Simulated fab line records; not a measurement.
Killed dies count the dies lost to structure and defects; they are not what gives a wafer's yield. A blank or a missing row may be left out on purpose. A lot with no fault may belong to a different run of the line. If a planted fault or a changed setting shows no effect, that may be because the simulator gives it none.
Matching of chambers	flow sfq line	pecvd-02 running SFQ_TRILAYER_L0_CAP_PECVD_011: 3 sister chambers
The step deposits SiO2 from SiH4/N2O, time 13.333 s, target thk 60 nm. 3 wafers are shown with their chamber, then 8 later ones without.

WAFERS PAIRED WITH THEIR CHAMBERS
wafer	chamber	throttle valve pct (%)
L505.4	1	24.3
L510.4	2	25.6
L518.2	0	23.5

WAFERS WITH NO CHAMBER GIVEN
wafer	throttle valve pct (%)
L518.3	24.5
L518.5	23.4
L521.3	24.4
L521.5	24.3
L521.6	23.4
L523.1	23.4
L523.3	25.5
L523.5	23.4

THE CHAMBER EACH PASSED THROUGH
wafer	from the rows above	in truth
L518.3	1	1
L518.5	0	0
L521.3	1	1
L521.5	1	1
L521.6	0	0
L523.1	0	0
L523.3	2	2
L523.5	0	0
8 of 8 placed correctly. Number that these rows cannot place: 0. Number placed wrongly: 0.
How it was worked out, from the rows above alone: a wafer's distance from a chamber is the root of the sum, over the readings, of the square of ((its reading less the chamber's mean) divided by the reading's scatter). If the next closest chamber is less than 2 further off than the closest, the wafer can't be placed; otherwise it belongs to the closest. The mean given for a chamber averages the wafers shown for that chamber. The scatter: root of mean squared gap, hidden wafer to nearest shown wafer, with one shown wafer a chamber.
